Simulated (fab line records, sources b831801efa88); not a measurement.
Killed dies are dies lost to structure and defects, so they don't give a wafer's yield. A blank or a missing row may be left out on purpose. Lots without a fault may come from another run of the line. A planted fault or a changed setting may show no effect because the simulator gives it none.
Split-lot experiment | flow gf180mcu | 5 lots, 23 wafers read, on a route of 602 steps

THE SPLIT
At GF_V3_CVD_23 (deposits W, target thk 350 nm, time 104.9 s), the setting temp_c was moved away from the recipe's 400 C on 11 of the 23 wafers read, by -2.4% to +2.8%. The other wafers ran this setting at the recipe's value.

The file shows no step between the split and the reading.

THE READING
V3_W_RS, in ohm/sq, at GF_V3_RS_MEAS_24 (measures by four-point-probe). Fault-free wafers of this fab line usually give 0.332 ohm/sq, standard deviation 0.0037 ohm/sq.

wafer  | tool, chamber at the split | temp_c as run, C | against the recipe | V3_W_RS, ohm/sq | against lot-mates on the recipe
L076.1 | cvd_w-01, 0,1,1            | 400              | recipe             | 0.335           | -
L076.2 | cvd_w-01, 0,1,1            | 400              | recipe             | 0.335           | -
L076.3 | cvd_w-01, 0,1,1            | 400              | recipe             | 0.339           | -
L076.5 | cvd_w-01, 1,0              | 390.3            | -2.4%              | 0.402           | +0.066
L076.6 | cvd_w-01, 1,0              | 390.3            | -2.4%              | 0.397           | +0.061
L078.1 | cvd_w-01, 1,0,1            | 411.3            | +2.8%              | 0.271           | -0.063
L078.2 | cvd_w-01, 0,1              | 400              | recipe             | 0.334           | -
L078.3 | cvd_w-01, 1,0,1            | 411.3            | +2.8%              | 0.272           | -0.062
L078.4 | cvd_w-01, 0,1              | 400              | recipe             | 0.334           | -
L078.6 | cvd_w-01, 1,0,1            | 411.3            | +2.8%              | 0.273           | -0.061
L081.1 | cvd_w-01, 1,0              | 400              | recipe             | 0.335           | -
L081.2 | cvd_w-01, 0,1,0            | 406.4            | +1.6%              | 0.298           | -0.037
L081.3 | cvd_w-01, 0,1,0            | 406.4            | +1.6%              | 0.295           | -0.040
L081.4 | cvd_w-01, 1,0              | 400              | recipe             | 0.335           | -
L081.6 | cvd_w-01, 0,1,0            | 406.4            | +1.6%              | 0.297           | -0.038
L080.1 | cvd_w-01, 0,1,1            | 400              | recipe             | 0.333           | -
L080.3 | cvd_w-01, 0,1,1            | 400              | recipe             | 0.336           | -
L080.5 | cvd_w-01, 0,1,1            | 400              | recipe             | 0.338           | -
L085.1 | cvd_w-01, 0,0,1            | 405.9            | +1.5%              | 0.299           | -0.035
L085.2 | cvd_w-01, 1                | 400              | recipe             | 0.335           | -
L085.3 | cvd_w-01, 1                | 400              | recipe             | 0.332           | -
L085.5 | cvd_w-01, 0,0,1            | 405.9            | +1.5%              | 0.301           | -0.033
L085.6 | cvd_w-01, 0,0,1            | 405.9            | +1.5%              | 0.299           | -0.035
Where a row lists several chambers, the file gives one row for several wafers and doesn't say which wafer went through which chamber.

THE FIT
A straight line over all 23 wafers: V3_W_RS changes by -0.0241 ohm/sq for each +1% of temp_c; r = -1.00; the points scatter about the line by 0.0029 ohm/sq.
The same after taking each lot's own level away (the mean of its wafers on the recipe; 23 wafers): -0.0237 ohm/sq for each +1%; r = -1.00; scatter 0.0027 ohm/sq.
On that fit, the largest move of temp_c shifts the reading by 0.067 ohm/sq.
The lots' own levels span 0.3335 to 0.3363 ohm/sq, that is 0.8 times the standard deviation above.
So the lot-to-lot level changes the slope little: the two slopes agree.
Check: with one of the wafers moved furthest among these (+2.8%) left out of the fit, the line predicts -0.0662 ohm/sq for it against its lot-mates. It came out at -0.063 ohm/sq against them.

THE FILE'S OWN FIT
V3_W_RS changes by -0.0237 ohm/sq for each +1% of temp_c, r = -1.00.
